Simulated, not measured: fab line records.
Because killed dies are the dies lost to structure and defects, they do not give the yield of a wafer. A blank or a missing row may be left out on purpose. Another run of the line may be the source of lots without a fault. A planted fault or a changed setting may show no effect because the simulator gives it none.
A sampling plan put to the test | flow gf180mcu | each of the 45 faults these records tell of, on one fab line, judged from the records of the lots it struck
The plan consists of the line's own looks: route steps at which the wafer is read by a gauge or an inspection but not changed. A look can be judged if struck wafers have a number there and the file gives its usual mean and standard deviation on fault-free wafers. Caught: at a look after the fault's first step, the mean of the struck wafers lies 4 or more of those standard deviations (sigma) from the usual mean. On the tool: the fault's steps, tested the same way using the tool's own readings. Also counted as caught: the struck wafers showing another recipe, or a record that is empty for them alone.

THE FAULTS, as the simulator had put them in
1. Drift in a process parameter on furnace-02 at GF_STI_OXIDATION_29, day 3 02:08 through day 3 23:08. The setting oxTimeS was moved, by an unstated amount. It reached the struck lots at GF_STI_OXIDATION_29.
2. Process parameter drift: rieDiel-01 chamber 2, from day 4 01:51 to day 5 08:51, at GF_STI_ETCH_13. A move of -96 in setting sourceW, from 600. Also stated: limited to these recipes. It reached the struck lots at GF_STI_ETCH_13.
3. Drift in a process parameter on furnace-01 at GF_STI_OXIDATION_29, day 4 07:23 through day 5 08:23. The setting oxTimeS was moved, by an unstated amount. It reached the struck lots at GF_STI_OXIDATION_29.
4. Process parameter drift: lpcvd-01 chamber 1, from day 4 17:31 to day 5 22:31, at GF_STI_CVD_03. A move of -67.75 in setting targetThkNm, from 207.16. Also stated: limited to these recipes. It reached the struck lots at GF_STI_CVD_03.
5. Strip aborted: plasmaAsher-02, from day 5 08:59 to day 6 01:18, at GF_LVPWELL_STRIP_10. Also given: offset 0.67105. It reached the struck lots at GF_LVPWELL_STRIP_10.
6. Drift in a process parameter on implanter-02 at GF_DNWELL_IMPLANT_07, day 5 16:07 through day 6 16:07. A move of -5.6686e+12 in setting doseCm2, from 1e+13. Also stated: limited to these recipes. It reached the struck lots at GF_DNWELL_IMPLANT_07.
7. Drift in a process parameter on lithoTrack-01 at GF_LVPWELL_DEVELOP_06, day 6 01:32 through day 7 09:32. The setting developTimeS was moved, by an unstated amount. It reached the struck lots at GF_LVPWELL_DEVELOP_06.
8. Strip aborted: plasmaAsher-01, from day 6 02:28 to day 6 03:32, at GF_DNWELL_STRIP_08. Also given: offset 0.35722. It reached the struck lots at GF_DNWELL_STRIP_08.
9. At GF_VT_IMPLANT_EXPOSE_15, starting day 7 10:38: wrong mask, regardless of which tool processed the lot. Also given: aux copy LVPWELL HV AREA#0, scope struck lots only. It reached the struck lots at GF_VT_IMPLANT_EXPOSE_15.
10. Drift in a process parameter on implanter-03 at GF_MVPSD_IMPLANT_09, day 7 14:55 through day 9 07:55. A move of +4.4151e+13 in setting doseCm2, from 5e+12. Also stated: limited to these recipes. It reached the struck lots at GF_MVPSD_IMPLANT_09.
11. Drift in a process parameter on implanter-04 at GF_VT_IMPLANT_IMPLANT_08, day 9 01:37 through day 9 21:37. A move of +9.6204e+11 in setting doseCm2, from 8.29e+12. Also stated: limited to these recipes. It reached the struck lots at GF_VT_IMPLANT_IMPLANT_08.
12. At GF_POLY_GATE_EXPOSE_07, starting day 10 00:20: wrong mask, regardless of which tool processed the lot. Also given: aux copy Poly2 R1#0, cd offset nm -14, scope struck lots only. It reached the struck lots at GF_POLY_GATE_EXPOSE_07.
13. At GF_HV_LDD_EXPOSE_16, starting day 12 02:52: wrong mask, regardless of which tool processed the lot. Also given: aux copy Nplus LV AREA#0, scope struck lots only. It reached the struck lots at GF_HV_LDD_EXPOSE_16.
14. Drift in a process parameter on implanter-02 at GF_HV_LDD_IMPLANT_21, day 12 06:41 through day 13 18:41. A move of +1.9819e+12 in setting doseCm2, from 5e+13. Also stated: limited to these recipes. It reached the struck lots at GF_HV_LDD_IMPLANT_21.
15. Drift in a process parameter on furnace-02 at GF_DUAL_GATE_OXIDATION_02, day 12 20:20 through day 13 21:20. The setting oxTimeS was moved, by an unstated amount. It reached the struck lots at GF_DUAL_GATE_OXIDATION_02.
16. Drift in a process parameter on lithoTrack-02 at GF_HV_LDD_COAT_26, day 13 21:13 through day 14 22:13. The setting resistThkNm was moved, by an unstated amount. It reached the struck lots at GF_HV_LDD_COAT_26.
17. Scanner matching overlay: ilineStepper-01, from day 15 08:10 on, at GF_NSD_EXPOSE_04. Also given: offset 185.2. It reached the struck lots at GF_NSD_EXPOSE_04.
18. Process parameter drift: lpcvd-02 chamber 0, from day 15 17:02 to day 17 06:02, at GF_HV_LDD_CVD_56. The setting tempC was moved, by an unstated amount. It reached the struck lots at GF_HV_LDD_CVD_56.
19. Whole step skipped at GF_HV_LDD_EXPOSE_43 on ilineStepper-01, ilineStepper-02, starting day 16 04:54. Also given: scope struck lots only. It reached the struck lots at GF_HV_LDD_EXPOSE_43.
20. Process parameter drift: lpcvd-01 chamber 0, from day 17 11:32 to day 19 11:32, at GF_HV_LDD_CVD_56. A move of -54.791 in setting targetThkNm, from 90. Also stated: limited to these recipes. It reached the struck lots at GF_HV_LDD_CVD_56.
21. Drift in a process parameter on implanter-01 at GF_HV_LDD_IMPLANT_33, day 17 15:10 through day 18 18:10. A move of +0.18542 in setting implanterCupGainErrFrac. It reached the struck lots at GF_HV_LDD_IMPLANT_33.
22. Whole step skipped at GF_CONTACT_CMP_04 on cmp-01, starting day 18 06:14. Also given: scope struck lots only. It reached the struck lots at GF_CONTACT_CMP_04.
23. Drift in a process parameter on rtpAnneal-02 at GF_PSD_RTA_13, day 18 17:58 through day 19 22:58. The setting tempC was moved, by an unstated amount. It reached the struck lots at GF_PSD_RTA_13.
24. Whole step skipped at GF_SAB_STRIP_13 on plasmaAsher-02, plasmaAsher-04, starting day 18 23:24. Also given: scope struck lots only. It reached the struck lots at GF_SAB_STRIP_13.
25. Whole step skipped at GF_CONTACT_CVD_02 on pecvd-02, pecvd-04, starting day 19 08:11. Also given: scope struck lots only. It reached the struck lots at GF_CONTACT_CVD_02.
26. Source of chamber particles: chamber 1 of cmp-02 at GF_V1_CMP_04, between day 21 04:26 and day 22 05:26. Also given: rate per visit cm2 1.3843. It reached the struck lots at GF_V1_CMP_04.
27. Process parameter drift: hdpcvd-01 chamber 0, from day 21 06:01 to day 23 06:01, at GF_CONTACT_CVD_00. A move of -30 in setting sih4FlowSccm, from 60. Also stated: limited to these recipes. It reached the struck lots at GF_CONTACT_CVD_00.
28. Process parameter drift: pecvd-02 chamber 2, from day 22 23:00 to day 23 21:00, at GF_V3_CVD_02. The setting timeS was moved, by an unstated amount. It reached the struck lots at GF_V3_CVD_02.
29. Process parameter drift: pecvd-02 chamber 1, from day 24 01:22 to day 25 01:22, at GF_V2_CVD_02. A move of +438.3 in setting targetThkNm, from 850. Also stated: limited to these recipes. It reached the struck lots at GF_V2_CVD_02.
30. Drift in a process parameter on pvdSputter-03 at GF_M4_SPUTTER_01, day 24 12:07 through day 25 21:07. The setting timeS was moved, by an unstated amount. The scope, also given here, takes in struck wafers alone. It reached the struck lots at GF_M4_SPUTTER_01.
31. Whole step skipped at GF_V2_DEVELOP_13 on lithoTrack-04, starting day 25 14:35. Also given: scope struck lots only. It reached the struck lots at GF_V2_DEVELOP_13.
32. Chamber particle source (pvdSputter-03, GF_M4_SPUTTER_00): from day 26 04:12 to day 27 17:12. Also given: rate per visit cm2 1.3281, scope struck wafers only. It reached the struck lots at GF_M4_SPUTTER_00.
33. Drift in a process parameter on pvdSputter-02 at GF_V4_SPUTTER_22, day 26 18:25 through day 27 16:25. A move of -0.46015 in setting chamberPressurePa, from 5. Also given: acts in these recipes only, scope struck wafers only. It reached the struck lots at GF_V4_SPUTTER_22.
34. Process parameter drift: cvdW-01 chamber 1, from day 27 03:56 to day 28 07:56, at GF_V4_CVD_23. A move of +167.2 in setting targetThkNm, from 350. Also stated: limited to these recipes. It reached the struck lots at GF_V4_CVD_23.
35. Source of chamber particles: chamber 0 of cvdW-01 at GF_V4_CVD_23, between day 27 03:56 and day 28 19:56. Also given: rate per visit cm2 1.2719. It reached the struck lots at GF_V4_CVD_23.
36. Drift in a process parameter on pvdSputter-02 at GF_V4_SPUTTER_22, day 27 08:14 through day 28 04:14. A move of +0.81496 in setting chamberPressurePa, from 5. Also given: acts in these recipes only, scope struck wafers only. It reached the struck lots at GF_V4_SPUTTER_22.
37. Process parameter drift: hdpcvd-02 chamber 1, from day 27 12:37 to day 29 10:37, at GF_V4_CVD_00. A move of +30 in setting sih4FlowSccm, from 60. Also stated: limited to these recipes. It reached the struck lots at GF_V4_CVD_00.
38. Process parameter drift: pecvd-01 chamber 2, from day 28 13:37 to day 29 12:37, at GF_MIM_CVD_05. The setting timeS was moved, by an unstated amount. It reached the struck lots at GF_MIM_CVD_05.
39. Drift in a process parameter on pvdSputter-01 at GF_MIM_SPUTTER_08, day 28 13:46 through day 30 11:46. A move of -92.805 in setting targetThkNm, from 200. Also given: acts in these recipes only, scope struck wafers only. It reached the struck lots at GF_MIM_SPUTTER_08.
40. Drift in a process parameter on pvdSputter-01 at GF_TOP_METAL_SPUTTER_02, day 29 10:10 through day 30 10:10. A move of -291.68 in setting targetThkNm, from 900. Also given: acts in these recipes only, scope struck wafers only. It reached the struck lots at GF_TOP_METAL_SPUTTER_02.
41. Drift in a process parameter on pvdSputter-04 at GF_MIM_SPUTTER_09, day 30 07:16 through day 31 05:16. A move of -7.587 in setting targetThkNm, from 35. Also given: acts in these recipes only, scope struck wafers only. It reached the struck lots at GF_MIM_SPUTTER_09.
42. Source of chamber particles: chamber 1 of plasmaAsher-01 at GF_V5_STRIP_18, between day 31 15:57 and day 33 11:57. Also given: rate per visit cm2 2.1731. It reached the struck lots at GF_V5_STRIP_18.
43. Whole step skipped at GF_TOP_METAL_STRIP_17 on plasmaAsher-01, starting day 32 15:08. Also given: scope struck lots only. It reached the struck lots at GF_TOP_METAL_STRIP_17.
44. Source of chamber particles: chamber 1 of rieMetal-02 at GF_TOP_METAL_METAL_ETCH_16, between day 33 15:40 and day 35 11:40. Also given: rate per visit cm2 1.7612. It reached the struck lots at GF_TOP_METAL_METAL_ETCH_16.
45. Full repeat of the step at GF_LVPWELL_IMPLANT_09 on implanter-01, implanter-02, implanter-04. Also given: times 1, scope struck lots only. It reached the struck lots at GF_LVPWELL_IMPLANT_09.

WHAT THE PLAN SAW
fault | on the tool itself                               | first look that catches it                      | reading, sigma                                     | median hours from its first step to that look | hours from the fault's start to the first struck lot there | judged looks passed uncaught
1     | under 2 sigma                                    | GF_STI_THK_MEAS_30                              | STI_OXIDATION_02_THK +30                           | 1.4                                           | 3                                                          | 0
2     | rfFwdPowerW -48 sigma                            | not the one look that can be judged after it    | -                                                  | -                                             | -                                                          | 1
3     | under 2 sigma                                    | GF_STI_THK_MEAS_30                              | STI_OXIDATION_02_THK +28                           | 1.4                                           | 3                                                          | 0
4     | no reading that can be judged                    | GF_STI_THK_MEAS_04                              | STI_CVD_03_THK -38                                 | 2.0                                           | 23                                                         | 0
5     | oesProductAu +52 sigma                           | GF_MVSD_TW_MEAS_11                              | MVSD_TW -99 or beyond                              | 15.4                                          | 32                                                         | 0
6     | doseIonsCm2 -99 or beyond sigma                  | GF_DNWELL_TW_MEAS_09                            | DNWELL_TW -37                                      | 0.2                                           | 4                                                          | 0
7     | no reading that can be judged                    | none of the 6 looks that can be judged after it | -                                                  | -                                             | -                                                          | 6
8     | oesProductAu +54 sigma                           | none of the 2 looks that can be judged after it | -                                                  | -                                             | -                                                          | 2
9     | no reading that can be judged                    | GF_VT_IMPLANT_TW_MEAS_21                        | VT_IMPLANT_2_TW -99 or beyond                      | 7.9                                           | 11                                                         | 0
10    | doseIonsCm2 +99 or beyond sigma                  | GF_MVPSD_TW_MEAS_11                             | MVPSD_TW +57                                       | 0.2                                           | 3                                                          | 0
11    | doseIonsCm2 +99 or beyond sigma                  | GF_VT_IMPLANT_TW_MEAS_10                        | VT_IMPLANT_TW +9.1                                 | 0.2                                           | 8                                                          | 0
12    | no reading that can be judged                    | GF_POLY_GATE_CD_MEAS_10                         | cdNm -12                                           | 8.4                                           | 12                                                         | 0
13    | no reading that can be judged                    | GF_HV_LDD_TW_MEAS_23                            | HV_LDD_2_TW -99 or beyond                          | 9.9                                           | 13                                                         | 0
14    | doseIonsCm2 +35 sigma                            | no look after it can be judged                  | -                                                  | -                                             | -                                                          | 0
15    | under 2 sigma                                    | GF_DUAL_GATE_THK_MEAS_03                        | DUAL_GATE_OXIDATION_00_THK +7.1                    | 1.5                                           | 6                                                          | 0
16    | no reading that can be judged                    | none of the 3 looks that can be judged after it | strongest: cdNm at GF_HV_LDD_CD_MEAS_31, +2.9      | -                                             | -                                                          | 3
17    | under 2 sigma                                    | GF_NSD_OVL_MEAS_08                              | NSD_OVL +99 or beyond                              | 11.2                                          | 33                                                         | 0
18    | susceptorTempC -94 sigma                         | GF_HV_LDD_THK_MEAS_57                           | HV_LDD_CVD_56_THK -50                              | 1.4                                           | 0                                                          | 0
19    | no reading that can be judged                    | no look after it can be judged                  | -                                                  | -                                             | -                                                          | 0
20    | no reading that can be judged                    | GF_HV_LDD_THK_MEAS_57                           | HV_LDD_CVD_56_THK -67                              | 1.4                                           | 6                                                          | 0
21    | faradayCurrentUA +9.9 sigma                      | none of the 2 looks that can be judged after it | strongest: HV_LDD_RS at GF_HV_LDD_RS_MEAS_53, +3.7 | -                                             | -                                                          | 2
22    | the tool's record is blank for the struck wafers | no look after it can be judged                  | -                                                  | -                                             | -                                                          | 0
23    | under 2 sigma                                    | GF_PSD_RS_MEAS_14                               | NSD_RS -33                                         | 0.1                                           | 10                                                         | 0
24    | the tool's record is blank for the struck wafers | no look after it can be judged                  | -                                                  | -                                             | -                                                          | 0
25    | the tool's record is blank for the struck wafers | no look after it can be judged                  | -                                                  | -                                             | -                                                          | 0
26    | under 2 sigma                                    | no look after it can be judged                  | -                                                  | -                                             | -                                                          | 0
27    | sih4FlowSccm -99 or beyond sigma                 | GF_CONTACT_THK_MEAS_01                          | CONTACT_CVD_00_THK -32                             | 0.1                                           | 33                                                         | 0
28    | runLengthS -17 sigma                             | GF_V3_THK_MEAS_03                               | V3_CVD_02_THK -7.8                                 | 0.1                                           | 3                                                          | 0
29    | under 2 sigma                                    | GF_V2_THK_MEAS_03                               | V2_CVD_02_THK +31                                  | 0.1                                           | 11                                                         | 0
30    | under 2 sigma                                    | no look after it can be judged                  | -                                                  | -                                             | -                                                          | 0
31    | no reading that can be judged                    | no look after it can be judged                  | -                                                  | -                                             | -                                                          | 0
32    | under 2 sigma                                    | none of the 2 looks that can be judged after it | -                                                  | -                                             | -                                                          | 2
33    | chamberPressurePa -46 sigma                      | no look after it can be judged                  | -                                                  | -                                             | -                                                          | 0
34    | under 2 sigma                                    | GF_V4_RS_MEAS_24                                | V4_W_RS -31                                        | 0.2                                           | 16                                                         | 0
35    | under 2 sigma                                    | no look after it can be judged                  | -                                                  | -                                             | -                                                          | 0
36    | chamberPressurePa +83 sigma                      | no look after it can be judged                  | -                                                  | -                                             | -                                                          | 0
37    | sih4FlowSccm +99 or beyond sigma                 | GF_V4_THK_MEAS_01                               | V4_CVD_00_THK +40                                  | 0.1                                           | 26                                                         | 0
38    | under 2 sigma                                    | none of the 5 looks that can be judged after it | -                                                  | -                                             | -                                                          | 5
39    | under 2 sigma                                    | GF_MIM_RS_MEAS_10                               | MIM_ALCU_RS +55                                    | 0.1                                           | 21                                                         | 0
40    | under 2 sigma                                    | GF_TOP_METAL_RS_MEAS_05                         | TOP_METAL_ALCU_RS +47                              | 0.1                                           | 6                                                          | 0
41    | only faintly: throttleValvePct +2.2 sigma        | none of the 4 looks that can be judged after it | -                                                  | -                                             | -                                                          | 4
42    | under 2 sigma                                    | not the one look that can be judged after it    | -                                                  | -                                             | -                                                          | 1
43    | no reading that can be judged                    | no look after it can be judged                  | -                                                  | -                                             | -                                                          | 0
44    | under 2 sigma                                    | no look after it can be judged                  | -                                                  | -                                             | -                                                          | 0
45    | no reading that can be judged                    | GF_LVPWELL_TW_MEAS_11                           | LVPWELL_TW +9.8                                    | 0.7                                           | -                                                          | 0
A dash: the fault isn't caught, or these records don't give the number.

Caught at a look: 23 of 45. Caught on the tool: 17 of 45. By one or the other: 32 of 45.
Faults 2, 8, 14, 21, 22, 24, 25, 33, 36 were caught on the tool alone.
Caught at a look alone: faults 1, 3, 4, 9, 12, 13, 15, 17, 20, 23, 29, 34, 39, 40, 45.
Caught by neither: faults 7, 16, 19, 26, 30, 31, 32, 35, 38, 41, 42, 43, 44.

THINNER SAMPLING
In the worst case, this is how late the first struck lot would be measured if the look that catches a fault measured only every second or every third lot, by lot number:
fault | struck lots at that look, in order of time | every lot | every second lot | every third lot
1     | L499, L500                                 | 3 h       | 9 h              | may miss all 2
3     | L316, L318                                 | 3 h       | may miss all 2   | may miss all 2
4     | L944                                       | 23 h      | may miss it      | may miss it
5     | L218                                       | 32 h      | may miss it      | may miss it
6     | L767, L769                                 | 4 h       | may miss all 2   | may miss all 2
9     | L346                                       | 11 h      | may miss it      | may miss it
10    | L112, L114                                 | 3 h       | may miss all 2   | may miss all 2
11    | L625, L627                                 | 8 h       | may miss all 2   | may miss all 2
12    | L496                                       | 12 h      | may miss it      | may miss it
13    | L772                                       | 13 h      | may miss it      | may miss it
15    | L494, L495                                 | 6 h       | 11 h             | may miss all 2
17    | L390, L391, L392                           | 33 h      | 44 h             | 48 h
18    | L281, L280                                 | 0 h       | 0 h              | may miss all 2
20    | L191, L193                                 | 6 h       | may miss all 2   | may miss all 2
23    | L579, L582                                 | 10 h      | 26 h             | may miss all 2
27    | L839                                       | 33 h      | may miss it      | may miss it
28    | L297, L298, L299                           | 3 h       | 10 h             | 17 h
29    | L121, L122                                 | 11 h      | 19 h             | may miss all 2
34    | L279, L280, L281                           | 16 h      | 25 h             | 26 h
37    | L791                                       | 26 h      | may miss it      | may miss it
39    | L869                                       | 21 h      | may miss it      | may miss it
40    | L665, L667                                 | 6 h       | may miss all 2   | may miss all 2
Hours count from the start of the fault until the first struck lot that is measured. The test against the limit of 4 sigma pooled every struck wafer, which means one lot taken alone may stay below that limit. Other struck lots may not be in these records.

THE LONGEST TIMED WAY FROM STEP TO LOOK
For fault 5, GF_LVPWELL_STRIP_10 and GF_MVSD_TW_MEAS_11 are separated by a median of 15.4 hours. No look between them can be judged.
